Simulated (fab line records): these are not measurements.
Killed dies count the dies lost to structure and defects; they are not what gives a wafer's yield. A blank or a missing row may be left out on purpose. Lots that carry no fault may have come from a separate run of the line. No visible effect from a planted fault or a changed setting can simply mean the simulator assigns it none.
fab line records ; flow sky130
[record] lots = 5; wafers = 15; last-day = 50
route steps=708 shown SD_P@324 RES_XHIGH@332 SD_N@342 PAD_OPEN@708
lots that met no fault: from a run of the same line without faults
start-h: hours from the record's opening day to when the first of the lot's shown wafers began ; wait-h: how many hours have passed since the lot's step before this one ; " as in the row above ; L1.1+2: a single row standing in for several wafers ; - value missing, or start not given ; * or withheld: withheld ; < > ~ a bound
route shown NAME@n: names a module that has steps shown in the file, with the first one's number in the route ; usual: mean and standard deviation over wafers with no fault ; same: alike in all rows ; chamber/n: place in a boat ; sites: each site's reading ; _std_site: standard deviation across them ; _edge_site: outer sites' mean less inner sites' ; radius-mm: how far each site lies from the wafer's centre ; mask NAME#n: copy n ; behind: the tool/chamber that last shaped the wafer ; hold: what put the lot on hold/how long, in hours/how the hold closed ; device: the n, p or np transistor that did not switch ; end of line: tests run on the same wafers once the route is complete ; a step given without rows: its recipe and nothing more ; killed: dies lost to structure and defects at the first sort, not the wafer's yield ; map: a wafer's dies, marking killed ones x, the rest . and places with no die _
set.NAME: the run value of the setting; set.NAME@STEP: its run value at that earlier step ; model.NAME: the simulator's own value behind a step, which no gauge read
lots seen at some steps along the route; tables by step, rows by wafer
services: the hour from which a tool's chamber was out of use, counted from the record's first day as start-h (under 0 if before that day), plus the number of hours and why
[[steps]]
[step SKY_SD_P_EXPOSE_04]
[recipe] mask-id = PSDM; na = 0.6; source-shape = conventional; sigma-outer = 0.6; polarization = unpolarized; target-cd-nm = 380; dose-mj = 138
[step SKY_SD_P_PEB_05]
[recipe] temp-c = withheld; time-s = *; resist = NOVOLAK
[step SKY_SD_P_DEVELOP_06]
[recipe] resist = NOVOLAK; developer = TMAH; develop-time-s = 60; dev-temp-c = 23.7
[step SKY_SD_P_CD_MEAS_07]
[recipe] target-cd-nm = 380
[usual] cd-nm = 379.2/2.7
lot.wafer;tool;chamber;start-h;wait-h;cd-nm
L149.1;cd-sem-01;-;639.73;0.1;375.0
L149.4;cd-sem-01;-;639.73;0.1;376.6
L149.6;cd-sem-01;-;639.73;0.1;378.2
L152.1;cd-sem-01;-;657.40;0.1;378.0
L152.2;cd-sem-01;-;657.40;0.1;376.4
L152.5;cd-sem-01;-;657.40;0.1;378.1
L161.2;cd-sem-02;-;731.00;0.1;383.1
L161.3;cd-sem-02;-;731.00;0.1;382.1
L161.6;cd-sem-02;-;731.00;0.1;381.4
L162.1;cd-sem-01;-;735.90;0.1;373.7
L162.3;cd-sem-01;-;735.90;0.1;371.7
L162.5;cd-sem-01;-;735.90;0.1;372.5
L168.1;cd-sem-01;-;772.88;0.1;381.4
L168.5;cd-sem-01;-;772.88;0.1;380.2
L168.6;cd-sem-01;-;772.88;0.1;378.0
[step SKY_SD_P_OVL_MEAS_08]
[usual] SD_P_OVL = 1.3/1.3
lot.wafer;tool;chamber;start-h;wait-h;SD_P_OVL[nm]
L149.1;overlay-02;-;639.85;0.1;2.4
L149.4;overlay-02;-;639.85;0.1;1.7
L149.6;overlay-02;-;639.85;0.1;2.1
L152.1;overlay-02;-;657.52;0.1;3.0
L152.2;overlay-02;-;657.52;0.1;1.1
L152.5;overlay-02;-;657.52;0.1;3.6
L161.2;overlay-01;-;731.11;0.1;1.0
L161.3;overlay-01;-;731.11;0.1;1.7
L161.6;overlay-01;-;731.11;0.1;1.4
L162.1;overlay-01;-;736.02;0.1;2.3
L162.3;overlay-01;-;736.02;0.1;2.2
L162.5;overlay-01;-;736.02;0.1;4.0
L168.1;overlay-02;-;773.00;0.1;1.4
L168.5;overlay-02;-;773.00;0.1;-0.4
L168.6;overlay-02;-;773.00;0.1;1.0
[step SKY_SD_P_IMPLANT_09]
[recipe] species = BF2; energy-kev = 20; dose-cm2 = 3e+15; tilt-deg = 0
[step SKY_SD_P_STRIP_10]
[recipe] chemistry = O2/N2; power-w = 1400; pressure-mtorr = 1500; platen-temp-c = withheld; o2-flow-sccm = 3000; n2-flow-sccm = 300; overash-fraction = 0.5
[usual] drypump-motor-current-A = 5.7/0.45; oes-product-au = 0.617/0.0045; strip-time-to-endpoint-s = 17.49/0.045
lot.wafer;tool;chamber;start-h;wait-h;drypump-motor-current-A;oes-product-au;rf-hours-counter-h;strip-time-to-endpoint-s
L149.1;plasma-asher-02;1;640.04;0.1;5.7;0.622;21;17.52
L149.4;plasma-asher-02;1;640.04;0.1;5.8;0.614;-;17.51
L149.6;plasma-asher-02;1;640.04;0.1;5.7;0.614;-;17.52
L152.1;plasma-asher-03;1;657.71;0.1;6.0;0.616;87;17.44
L152.2;plasma-asher-03;0;657.71;0.1;5.0;0.618;87;17.44
L152.5;plasma-asher-03;1;657.71;0.1;6.0;0.616;-;17.45
L161.2;plasma-asher-01;0;731.29;0.1;6.4;0.619;100;17.49
L161.3;plasma-asher-01;1;731.29;0.1;5.4;0.607;-;17.56
L161.6;plasma-asher-01;1;731.29;0.1;5.4;0.623;-;17.55
L162.1;plasma-asher-02;0;736.21;0.1;5.6;0.621;30;17.47
L162.3;plasma-asher-02;1;736.21;0.1;5.8;0.612;-;17.47
L162.5;plasma-asher-02;1;736.21;0.1;5.8;0.617;-;17.49
L168.1;plasma-asher-03;0;773.19;0.1;5.0;0.622;99;17.48
L168.5;plasma-asher-03;1;773.19;0.1;6.0;0.617;-;17.47
L168.6;plasma-asher-03;0;773.19;0.1;5.0;0.619;-;17.49
[step SKY_SD_P_TW_MEAS_11]
[usual] SD_P_TW = 2841/35
lot.wafer;tool;chamber;start-h;wait-h;SD_P_TW
L149.1;film-metro-03;-;640.14;0.1;2863
L149.4;film-metro-03;-;640.14;0.1;2856
L149.6;film-metro-03;-;640.14;0.1;2853
L152.1;film-metro-04;-;657.81;0.1;2859
L152.2;film-metro-04;-;657.81;0.1;2858
L152.5;film-metro-04;-;657.81;0.1;2859
L161.2;film-metro-03;-;731.40;0.1;2867
L161.3;film-metro-03;-;731.40;0.1;2859
L161.6;film-metro-03;-;731.40;0.1;2869
L162.1;film-metro-03;-;736.31;0.1;2882
L162.3;film-metro-03;-;736.31;0.1;2875
L162.5;film-metro-03;-;736.31;0.1;2892
L168.1;film-metro-03;-;773.29;0.1;2866
L168.5;film-metro-03;-;773.29;0.1;2847
L168.6;film-metro-03;-;773.29;0.1;2851
[step SKY_RES_XHIGH_DEHYDRATE_00]
[recipe] temp-c = 200; time-s = 60
[step SKY_RES_XHIGH_HMDS_01]
[recipe] prime-time-s = 60; prime-temp-c = 120
[step SKY_RES_XHIGH_COAT_02]
[recipe] resist = NOVOLAK; spin-rpm = 3000; resist-thk-nm = 1140
[step SKY_RES_XHIGH_SOFTBAKE_03]
[recipe] temp-c = 90; time-s = 60; resist = NOVOLAK
[step SKY_RES_XHIGH_EXPOSE_04]
[recipe] mask-id = URPM; na = 0.6; source-shape = conventional; sigma-outer = 0.6; polarization = unpolarized; target-cd-nm = 1270; dose-mj = 140
lot.wafer;tool;chamber;start-h;wait-h;mask
L149.1+4+6;iline-stepper-02;0;654.73;-;LDNTM#0
L152.1+2+5;iline-stepper-02;0;672.33;-;URPM#0
L161.2+3+6;iline-stepper-01;0;745.82;-;URPM#0
L162.1+3+5;iline-stepper-01;0;750.25;-;URPM#0
L168.1+5+6;iline-stepper-01;0;787.03;-;URPM#0
[step SKY_RES_XHIGH_PEB_05]
[recipe] temp-c = withheld; time-s = *; resist = NOVOLAK
[step SKY_RES_XHIGH_DEVELOP_06]
[recipe] resist = NOVOLAK; developer = TMAH; develop-time-s = 60; dev-temp-c = 23.47
[step SKY_RES_XHIGH_IMPLANT_07]
[recipe] species = BF2; energy-kev = 20; dose-cm2 = 3.6e+14; tilt-deg = 0
[step SKY_RES_XHIGH_STRIP_08]
[recipe] chemistry = O2/N2; power-w = 1400; pressure-mtorr = 1500; platen-temp-c = withheld; o2-flow-sccm = 3000; n2-flow-sccm = 300; overash-fraction = 0.5
[usual] drypump-motor-current-A = 5.78/0.3; oes-product-au = 0.711/0.004; strip-time-to-endpoint-s = 14.28/0.042
lot.wafer;tool;chamber;start-h;wait-h;drypump-motor-current-A;oes-product-au;rf-hours-counter-h;strip-time-to-endpoint-s
L149.1;plasma-asher-01;0;668.90;0.1;6.36;0.711;94;14.28
L149.4;plasma-asher-01;1;668.90;0.1;5.41;0.717;-;14.29
L149.6;plasma-asher-01;0;668.90;0.1;6.35;0.712;-;14.23
L152.1;plasma-asher-02;1;686.53;0.1;5.80;0.710;25;14.30
L152.2;plasma-asher-02;0;686.53;0.1;5.57;0.714;25;14.24
L152.5;plasma-asher-02;1;686.53;0.1;5.77;0.709;-;14.27
L161.2;plasma-asher-04;1;760.08;0.1;5.71;0.712;57;14.31
L161.3;plasma-asher-04;0;760.08;0.1;6.00;0.717;-;14.28
L161.6;plasma-asher-04;0;760.08;0.1;5.98;0.703;-;14.27
L162.1;plasma-asher-02;1;764.03;0.1;5.80;0.713;33;14.25
L162.3;plasma-asher-02;1;764.03;0.1;5.80;0.715;-;14.23
L162.5;plasma-asher-02;0;764.03;0.1;5.61;0.710;-;14.29
L168.1;plasma-asher-01;1;800.85;0.1;5.41;0.702;5;14.30
L168.5;plasma-asher-01;0;800.85;0.1;6.35;0.708;-;14.32
L168.6;plasma-asher-01;1;800.85;0.1;5.44;0.710;-;14.27
[step SKY_RES_XHIGH_TW_MEAS_09]
[usual] RES_XHIGH_TW = 1650/23
lot.wafer;tool;chamber;start-h;wait-h;RES_XHIGH_TW
L149.1;film-metro-03;-;669.00;0.1;30
L149.4;film-metro-03;-;669.00;0.1;31
L149.6;film-metro-03;-;669.00;0.1;30
L152.1;film-metro-01;-;686.63;0.1;1627
L152.2;film-metro-01;-;686.63;0.1;1618
L152.5;film-metro-01;-;686.63;0.1;1636
L161.2;film-metro-04;-;760.19;0.1;1652
L161.3;film-metro-04;-;760.19;0.1;1666
L161.6;film-metro-04;-;760.19;0.1;1657
L162.1;film-metro-01;-;764.13;0.1;1627
L162.3;film-metro-01;-;764.13;0.1;1627
L162.5;film-metro-01;-;764.13;0.1;1624
L168.1;film-metro-03;-;800.95;0.1;1671
L168.5;film-metro-03;-;800.95;0.1;1674
L168.6;film-metro-03;-;800.95;0.1;1669
[step SKY_SD_N_DEHYDRATE_00]
[recipe] temp-c = 200; time-s = 60
[step SKY_PAD_OPEN_PROBE_99]
lot.wafer;tool;chamber;start-h;wait-h;model.etest.sonos-uncharged.r-on-ohm-um;model.etest.tip-sonos.open;model.etest.res-xhigh-po.open
L149.1;prober-01;-;1119.25;0.1;875.3;1;1
L149.4;prober-01;-;1119.40;0.2;876.7;1;1
L149.6;prober-01;-;1119.50;0.2;880.4;1;1
L152.1;prober-01;-;1132.41;0.1;821.2;0;0
L152.2;prober-01;-;1132.46;0.1;798.6;0;0
L152.5;prober-01;-;1132.61;0.2;804.1;0;0
L161.2;prober-02;-;1176.35;0.1;806.8;0;0
L161.3;prober-02;-;1176.40;0.2;819.4;0;0
L161.6;prober-02;-;1176.55;0.2;817.8;0;0
L162.1;prober-01;-;1184.15;0.1;824.2;0;0
L162.3;prober-01;-;1184.25;0.2;803.3;0;0
L162.5;prober-01;-;1184.35;0.2;832.1;0;0
L168.1;prober-01;-;1207.90;0.1;793.8;0;0
L168.5;prober-01;-;1208.10;0.2;800.6;0;0
L168.6;prober-01;-;1208.15;0.2;794.4;0;0
// killed by level:class
L152.1 VIA1:geometric-particle:open=16 LI_CONTACT:geometric-particle:open=8 METAL1:geometric-particle:short=8 FIELD_ISO:geometric-particle:open=7 METAL2:geometric-particle:short=7 VIA3:geometric-particle:open=7 FIELD_ISO:geometric-particle:short=6 VIA2:geometric-particle:open=5
L152.2 VIA1:geometric-particle:open=11 CONTACT:geometric-particle:open=10 VIA2:geometric-particle:open=8 VIA3:geometric-particle:open=7 FIELD_ISO:geometric-particle:open=6 LI_CONTACT:geometric-particle:open=6 METAL1:geometric-particle:short=5 FIELD_ISO:geometric-particle:short=4
L152.5 CONTACT:geometric-particle:open=10 VIA1:geometric-particle:open=9 VIA3:geometric-particle:open=9 LI_CONTACT:geometric-particle:open=6 VIA2:geometric-particle:open=6 METAL2:geometric-particle:short=5 VIA1:geometric-particle:short=5 CONTACT:geometric-particle:short=4
L161.2 VIA1:geometric-particle:open=14 METAL2:geometric-particle:short=9 VIA2:geometric-particle:open=7 CONTACT:geometric-particle:open=6 LI_CONTACT:geometric-particle:open=6 VIA1:geometric-particle:short=6 POLY_GATE:geometric-particle:short=4 VIA3:geometric-particle:open=4
L161.3 VIA1:geometric-particle:open=10 CONTACT:geometric-particle:open=10 LI_CONTACT:geometric-particle:open=7 FIELD_ISO:geometric-particle:open=6 FIELD_ISO:geometric-particle:short=6 METAL4:geometric-particle:short=5 POLY_GATE:geometric-particle:short=4 METAL3:geometric-particle:short=4
L161.6 VIA1:geometric-particle:open=12 LI_CONTACT:geometric-particle:open=9 VIA2:geometric-particle:open=9 CONTACT:geometric-particle:open=8 VIA3:geometric-particle:open=7 POLY_GATE:geometric-particle:open=5 METAL1:geometric-particle:short=4 LI_CONTACT:geometric-particle:short=4
L162.1 LI_CONTACT:geometric-particle:open=12 CONTACT:geometric-particle:open=11 FIELD_ISO:geometric-particle:open=9 METAL2:geometric-particle:short=8 VIA2:geometric-particle:open=8 LOCAL_INTERCONNECT:geometric-particle:short=6 VIA1:geometric-particle:open=6 CONTACT:geometric-particle:short=4
L162.3 CONTACT:geometric-particle:open=15 LI_CONTACT:geometric-particle:open=7 METAL2:geometric-particle:short=7 LOCAL_INTERCONNECT:geometric-particle:short=6 VIA1:geometric-particle:short=6 VIA2:geometric-particle:open=5 POLY_GATE:geometric-particle:open=4 METAL2:geometric-particle:open=4
L162.5 METAL1:geometric-particle:short=7 FIELD_ISO:geometric-particle:short=6 VIA2:geometric-particle:open=6 VIA3:geometric-particle:open=6 FIELD_ISO:geometric-particle:open=5 LOCAL_INTERCONNECT:geometric-particle:short=5 CONTACT:geometric-particle:short=5 VIA1:geometric-particle:open=5
L168.1 VIA1:geometric-particle:open=14 VIA2:geometric-particle:open=11 LOCAL_INTERCONNECT:geometric-particle:short=7 METAL1:geometric-particle:short=7 METAL2:geometric-particle:short=7 METAL3:geometric-particle:short=6 VIA3:geometric-particle:open=6 LI_CONTACT:geometric-particle:open=5
L168.5 METAL2:geometric-particle:short=11 VIA1:geometric-particle:open=9 CONTACT:geometric-particle:open=8 VIA3:geometric-particle:open=7 LI_CONTACT:geometric-particle:open=5 FIELD_ISO:geometric-particle:open=4 CONTACT:geometric-particle:short=4 METAL1:geometric-particle:short=4
L168.6 CONTACT:geometric-particle:open=14 VIA1:geometric-particle:open=9 LI_CONTACT:geometric-particle:open=7 VIA2:geometric-particle:open=7 FIELD_ISO:geometric-particle:short=6 FIELD_ISO:geometric-particle:open=5 CONTACT:geometric-particle:short=5 METAL1:geometric-particle:short=5
[[services]]
tool;chamber;start-h;hours;kind
iline-stepper-01;0;619.29;-;calibration
iline-stepper-01;-;665.87;1.7;pm
plasma-asher-01;-;710.02;0.7;repair
plasma-asher-01;-;733.75;9.0;pm
plasma-asher-01;0;733.75;9.0;vent-cycle
plasma-asher-01;1;733.75;9.0;vent-cycle
iline-stepper-02;0;740.63;-;calibration
plasma-asher-01;0;742.75;-;clean
plasma-asher-01;1;742.75;-;clean
iline-stepper-02;-;797.58;8.3;repair
[[key]]
[first-sign] step = SKY_RES_XHIGH_EXPOSE_04; reading = mask; direction = changed
[effect] step = SKY_RES_XHIGH_TW_MEAS_09; reading = RES_XHIGH_TW; direction = down; sigmas = 70; usual = 1650; struck = 30
[model-effect] step = SKY_PAD_OPEN_PROBE_99; value = etest.sonos-uncharged.r-on-ohm-um; without = 799.5; struck = 877.5
met-at SKY_RES_XHIGH_EXPOSE_04
struck-wafers L149.1,L149.4,L149.6
sort-left-out L149.1,L149.4,L149.6
tester-left-out L149
[fault] kind = wrong-mask; tool = any; chamber = -; onset-h = 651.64; steps = SKY_RES_XHIGH_EXPOSE_04; aux-copy = LDNTM#0; scope = struck-lots-only
// tester-left-out: of these lots the tester's yield and bins aren't shown, on N5 and GAA mostly nor the transistor test; their killed dies are dies lost to structure and defects alone, not to doping, threshold or leakage, so they don't give the yield
// sort-left-out: the simulated sort isn't trusted on such a fault, so these wafers' sort isn't shown, and their yield isn't known
